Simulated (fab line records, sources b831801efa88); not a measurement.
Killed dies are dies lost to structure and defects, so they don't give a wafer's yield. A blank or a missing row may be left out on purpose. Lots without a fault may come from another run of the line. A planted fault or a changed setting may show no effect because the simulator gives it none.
fab line records | flow gf180mcu
record lots=7 wafers=21 last_day=34
route steps=602 shown VT_IMPLANT@108
lots that met no fault: from a run of the same line without faults
start_h: hours from the record's first day to the start of the lot's first wafer shown | wait_h: hours since the lot's step before | " the same as in the row above | L1.1+2: a row that stands for several wafers | - no value, or no start given | * or withheld: withheld | < > ~ a bound
route shown NAME@n: a module of which the file shows steps, and the number in the route of the first | usual: mean/standard deviation of fault-free wafers | same: alike in all rows | chamber/n: place in a boat | sites: the reading at each site | _std_site: their standard deviation | _edge_site: outer sites' mean less inner sites' | radius_mm: how far each site lies from the wafer's centre | mask NAME#n: copy n | behind: the tool/chamber that last shaped the wafer | hold: why the lot was held/for how many hours/how that ended | device: the transistor (n, p or np) that didn't switch | end of line: the same wafers' tests at the end of the route | a step without rows: its recipe alone | killed: dies lost to structure and defects at the first sort, not the wafer's yield | map: a wafer's dies, x killed, . not, _ none there
set.NAME: the setting as run; set.NAME@STEP: as run at that earlier step | model.NAME: the simulator's own value behind a step, which no gauge read
lots at some steps of the route; a table a step, a row a wafer
services: from which hour (start_h, from the record's first day; less than 0 if before it) a tool's chamber was out of use, for how many hours, and why
## steps
# step GF_VT_IMPLANT_OVL_MEAS_18
# usual VT_IMPLANT_01_OVL=-1.1/1.3
# columns lot.wafer tool chamber start_h wait_h VT_IMPLANT_01_OVL[nm]
L706.1 overlay-02 - 128.04 0.1 0.7
L706.3 " - " " 0.0
L706.5 " - " " -0.9
L708.2 overlay-02 - 152.76 0.1 1.7
L708.3 " - " " -0.8
L708.4 " - " " 0.8
L710.2 overlay-02 - 158.12 0.1 0.2
L710.4 " - " " 0.3
L710.5 " - " " 0.8
L711.3 overlay-02 - 162.42 0.1 -3.5
L711.5 " - " " -2.7
L711.6 " - " " -3.7
L720.1 overlay-01 - 219.54 0.1 -1.4
L720.2 " - " " -2.9
L720.3 " - " " -1.4
L722.4 overlay-01 - 232.43 0.1 -2.0
L722.5 " - " " -0.4
L722.6 " - " " -1.2
L726.2 overlay-02 - 258.81 0.1 -1.4
L726.3 " - " " 1.1
L726.4 " - " " 0.0
# step GF_VT_IMPLANT_IMPLANT_19
# recipe species=As energy_kev=100 dose_cm2=4.35e+12 tilt_deg=7
# step GF_VT_IMPLANT_STRIP_20
# recipe chemistry=O2/N2 power_w=1400 pressure_mtorr=1500 platen_temp_c=250 o2_flow_sccm=3000 n2_flow_sccm=300 overash_fraction=0.5
# usual drypump_motor_current_A=5.6/0.45 heater_power_w=340/40 n2_flow_sccm=300.2/0.93 oes_product_au=0.716/0.0044 platen_temp_c=250.00/0.18 strip_time_to_endpoint_s=12.63/0.039
# columns lot.wafer tool chamber start_h wait_h drypump_motor_current_A heater_power_w n2_flow_sccm oes_product_au platen_temp_c rf_hours_counter_h strip_time_to_endpoint_s
L706.1 plasma_asher-03 0 128.23 0.1 6.0 398 300.7 0.722 249.68 48 12.62
L706.3 " 1 " " 4.9 305 299.0 0.718 250.06 - 12.64
L706.5 " 1 " " 4.9 300 300.2 0.719 250.19 - 12.62
L708.2 plasma_asher-02 1 152.94 0.1 5.9 324 301.6 0.717 250.14 4 12.63
L708.3 " 0 " " 5.6 322 299.8 0.716 249.87 - 12.64
L708.4 " 1 " " 5.9 331 300.8 0.716 250.21 - 12.63
L710.2 plasma_asher-02 0 158.30 0.1 5.6 326 299.5 0.715 250.06 4 12.58
L710.4 " 1 " " 5.9 327 300.2 0.718 250.08 - 12.60
L710.5 " 0 " " 5.5 320 300.2 0.710 250.01 - 12.60
L711.3 plasma_asher-03 1 162.63 0.1 4.8 301 299.0 0.714 249.98 - 12.63
L711.5 " 0 " " 6.0 391 299.5 0.715 249.95 - 12.65
L711.6 " 1 " " 4.8 298 298.8 0.713 250.11 - 12.65
L720.1 plasma_asher-01 1 219.73 0.1 5.7 352 302.7 0.720 249.90 55 12.58
L720.2 " 0 " " 5.9 307 299.5 0.710 250.08 55 12.63
L720.3 " 0 " " 5.9 310 300.0 0.713 250.19 - 12.60
L722.4 plasma_asher-03 1 232.63 0.1 4.8 298 300.7 0.722 250.22 - 12.63
L722.5 " 0 " " 6.0 413 300.1 0.715 249.99 - 12.62
L722.6 " 1 " " 4.8 295 299.0 0.713 250.04 - 12.62
L726.2 plasma_asher-02 1 258.99 0.1 5.9 322 299.0 0.716 249.81 12 12.66
L726.3 " 0 " " 5.6 329 299.1 0.726 249.95 - 12.67
L726.4 " 1 " " 5.9 332 299.8 0.724 249.64 - 12.70
# step GF_VT_IMPLANT_TW_MEAS_21
# usual VT_IMPLANT_2_TW=1216/11
# columns lot.wafer tool chamber start_h wait_h VT_IMPLANT_2_TW
L706.1 film_metro-03 - 128.33 0.1 1202
L706.3 " - " " 1204
L706.5 " - " " 1199
L708.2 film_metro-03 - 153.05 0.1 1214
L708.3 " - " " 1209
L708.4 " - " " 1214
L710.2 film_metro-02 - 158.41 0.1 1201
L710.4 " - " " 1205
L710.5 " - " " 1206
L711.3 film_metro-02 - 162.72 0.1 1203
L711.5 " - " " 1209
L711.6 " - " " 1209
L720.1 film_metro-02 - 219.83 0.1 1210
L720.2 " - " " 1206
L720.3 " - " " 1211
L722.4 film_metro-02 - 232.73 0.1 1221
L722.5 " - " " 1212
L722.6 " - " " 1213
L726.2 film_metro-04 - 259.10 0.1 1225
L726.3 " - " " 1225
L726.4 " - " " 1233
# step GF_VT_IMPLANT_DEHYDRATE_22
# recipe temp_c=200 time_s=60
# step GF_VT_IMPLANT_HMDS_23
# recipe prime_time_s=60 prime_temp_c=120
# step GF_VT_IMPLANT_COAT_24
# recipe resist=NOVOLAK spin_rpm=3000 resist_thk_nm=1000
# step GF_VT_IMPLANT_SOFTBAKE_25
# recipe temp_c=90 time_s=60 resist=NOVOLAK
# step GF_VT_IMPLANT_EXPOSE_26
# recipe mask_id=LVPWELL_HV_AREA target_cd_nm=860 na=0.6 source_shape=conventional sigma_outer=0.6 dose_mj=140
# step GF_VT_IMPLANT_PEB_27
# recipe temp_c=withheld time_s=* resist=NOVOLAK
# step GF_VT_IMPLANT_DEVELOP_28
# recipe develop_time_s=60 dev_temp_c=23
# step GF_VT_IMPLANT_OVL_MEAS_29
# usual VT_IMPLANT_02_OVL=-0.8/1.3
# columns lot.wafer tool chamber start_h wait_h VT_IMPLANT_02_OVL[nm]
L706.1 overlay-01 - 143.56 0.1 -2.7
L706.3 " - " " 0.6
L706.5 " - " " 0.8
L708.2 overlay-01 - 169.65 0.1 -1.8
L708.3 " - " " -1.1
L708.4 " - " " 1.1
L710.2 overlay-01 - 175.02 0.1 0.2
L710.4 " - " " 0.1
L710.5 " - " " 1.3
L711.3 overlay-02 - 178.62 0.1 -1.9
L711.5 " - " " 0.1
L711.6 " - " " -2.2
L720.1 overlay-01 - 237.89 0.1 0.7
L720.2 " - " " 0.8
L720.3 " - " " 0.7
L722.4 overlay-02 - 251.43 0.1 -2.8
L722.5 " - " " -3.1
L722.6 " - " " -0.3
L726.2 overlay-02 - 278.89 0.1 -0.7
L726.3 " - " " 0.7
L726.4 " - " " -1.2
# step GF_VT_IMPLANT_IMPLANT_30
# recipe species=B energy_kev=25 dose_cm2=2.534e+12 tilt_deg=7
# usual beam_energy_keV=25.001/0.0084 beam_on_s=9.99/0.22 end_station_pressure_torr=5.03e-06/2.8e-07
# columns lot.wafer tool chamber start_h wait_h beam_energy_keV beam_on_s end_station_pressure_torr
L706.1 implanter-04 0 143.59 0.0 24.998 9.88 5.32e-06
L706.3 " 0 " " 24.991 9.67 4.94e-06
L706.5 " 0 " " 24.991 10.12 4.83e-06
L708.2 implanter-03 - 169.70 0.0 - - -
L708.3 " - " " - - -
L708.4 " - " " - - -
L710.2 implanter-04 - 175.07 0.0 - - -
L710.4 " - " " - - -
L710.5 " - " " - - -
L711.3 implanter-04 - 178.70 0.1 - - -
L711.5 " - " " - - -
L711.6 " - " " - - -
L720.1 implanter-03 0 237.93 0.0 25.001 10.14 5.04e-06
L720.2 " 0 " " 25.009 10.00 4.97e-06
L720.3 " 0 " " 24.996 10.02 5.16e-06
L722.4 implanter-02 0 251.52 0.1 25.000 9.83 4.84e-06
L722.5 " 0 " " 25.004 10.29 4.44e-06
L722.6 " 0 " " 25.016 9.90 4.9e-06
L726.2 implanter-03 0 278.95 0.0 24.989 9.52 5.29e-06
L726.3 " 0 " " 24.989 10.08 5.09e-06
L726.4 " 0 " " 24.995 10.32 4.72e-06
# step GF_VT_IMPLANT_STRIP_31
# recipe chemistry=O2/N2 power_w=1400 pressure_mtorr=1500 platen_temp_c=250 o2_flow_sccm=3000 n2_flow_sccm=300 overash_fraction=0.5
# usual drypump_motor_current_A=5.7/0.35 heater_power_w=335/32 n2_flow_sccm=300.0/0.78 oes_product_au=0.716/0.0045 platen_temp_c=250.02/0.19 strip_time_to_endpoint_s=12.64/0.034
# columns lot.wafer tool chamber start_h wait_h drypump_motor_current_A heater_power_w n2_flow_sccm oes_product_au platen_temp_c rf_hours_counter_h strip_time_to_endpoint_s
L706.1 plasma_asher-03 0 143.74 0.1 6.0 403 299.9 0.716 250.20 49 12.61
L706.3 " 1 " " 4.9 305 299.6 0.722 250.03 - 12.62
L706.5 " 1 " " 4.8 299 299.1 0.705 250.06 - 12.64
L708.2 plasma_asher-02 1 169.83 0.1 5.9 324 300.5 0.716 249.94 6 12.69
L708.3 " 0 " " 5.5 322 299.4 0.717 250.01 - 12.66
L708.4 " 1 " " 5.9 328 300.9 0.715 250.00 - 12.66
L710.2 plasma_asher-01 1 175.20 0.1 5.7 362 300.1 0.718 250.19 50 12.59
L710.4 " 1 " " 5.7 356 300.6 0.716 250.09 - 12.59
L710.5 " 1 " " 5.7 349 300.3 0.722 250.14 - 12.58
L711.3 plasma_asher-02 1 178.83 0.1 5.9 320 300.2 0.708 250.13 - 12.67
L711.5 " 1 " " 5.9 326 301.5 0.712 250.23 - 12.67
L711.6 " 0 " " 5.6 318 299.3 0.712 249.86 - 12.70
L720.1 plasma_asher-01 0 238.08 0.1 5.9 307 299.0 0.712 249.88 57 12.64
L720.2 " 1 " " 5.7 347 300.0 0.719 250.06 57 12.67
L720.3 " 0 " " 5.9 310 300.7 0.722 249.90 - 12.67
L722.4 plasma_asher-01 1 251.63 0.1 5.8 352 299.7 0.713 249.88 - 12.69
L722.5 " 0 " " 5.9 310 298.6 0.713 249.96 - 12.64
L722.6 " 1 " " 5.7 350 300.1 0.709 250.24 - 12.69
L726.2 plasma_asher-03 1 279.07 0.1 4.9 295 299.5 0.718 249.93 65 12.59
L726.3 " 0 " " 6.0 404 300.2 0.711 249.94 - 12.58
L726.4 " 1 " " 4.8 298 300.1 0.721 250.05 - 12.60
# step GF_VT_IMPLANT_TW_MEAS_32
# usual VT_IMPLANT_3_TW=268.7/2.6
# columns lot.wafer tool chamber start_h wait_h VT_IMPLANT_3_TW
L706.1 film_metro-03 - 143.84 0.1 266.0
L706.3 " - " " 266.7
L706.5 " - " " 266.7
L708.2 film_metro-04 - 169.94 0.1 30.3
L708.3 " - " " 30.4
L708.4 " - " " 30.4
L710.2 film_metro-02 - 175.31 0.1 30.0
L710.4 " - " " 29.7
L710.5 " - " " 29.8
L711.3 film_metro-03 - 178.92 0.1 30.0
L711.5 " - " " 30.0
L711.6 " - " " 30.0
L720.1 film_metro-04 - 238.18 0.1 271.3
L720.2 " - " " 272.7
L720.3 " - " " 272.2
L722.4 film_metro-04 - 251.72 0.1 271.9
L722.5 " - " " 272.1
L722.6 " - " " 272.0
L726.2 film_metro-02 - 279.18 0.1 267.4
L726.3 " - " " 266.4
L726.4 " - " " 266.6
# step GF_VT_IMPLANT_DEHYDRATE_33
# recipe temp_c=200 time_s=60
## services
# columns tool chamber start_h hours kind
plasma_asher-02 - 108.75 9.0 pm
plasma_asher-02 0 108.75 9.0 vent_cycle
plasma_asher-02 1 108.75 9.0 vent_cycle
plasma_asher-02 0 117.75 - clean
plasma_asher-02 1 117.75 - clean
implanter-02 - 158.57 2.7 repair
implanter-02 - 161.27 13.3 pm
implanter-02 - 183.77 5.2 repair
plasma_asher-02 - 193.91 14.6 pm
plasma_asher-02 - 217.11 12.2 repair
implanter-02 - 231.83 5.1 pm
plasma_asher-02 - 277.30 6.2 repair
## key
first_sign step=GF_VT_IMPLANT_IMPLANT_30 reading=tool_record direction=missing
effect step=GF_VT_IMPLANT_TW_MEAS_32 reading=VT_IMPLANT_3_TW direction=down sigmas=93 usual=268.7 struck=30.1
met_at GF_VT_IMPLANT_IMPLANT_30
struck_wafers L708.2,L708.3,L708.4,L710.2,L710.4,L710.5,L711.3,L711.5,L711.6
later_rows_left_out L708.2,L708.3,L708.4,L710.2,L710.4,L710.5,L711.3,L711.5,L711.6
sort_left_out L708.2,L708.3,L708.4,L710.2,L710.4,L710.5,L711.3,L711.5,L711.6
tester_left_out L708,L710,L711
onset_between 143.59 169.70
fault kind=skipped_step_whole tool=implanter-03,implanter-04 chamber=- onset_h=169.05 steps=GF_VT_IMPLANT_IMPLANT_30 scope=struck_lots_only
# tester_left_out: of these lots the tester's yield and bins aren't shown, on N5 and GAA mostly nor the transistor test; their killed dies are dies lost to structure and defects alone, not to doping, threshold or leakage, so they don't give the yield
# sort_left_out: the simulated sort isn't trusted on such a fault, so these wafers' sort isn't shown, and their yield isn't known
# later_rows_left_out: the simulator's readings of these wafers behind a module that went badly wrong aren't trusted and aren't shown, but for the sort
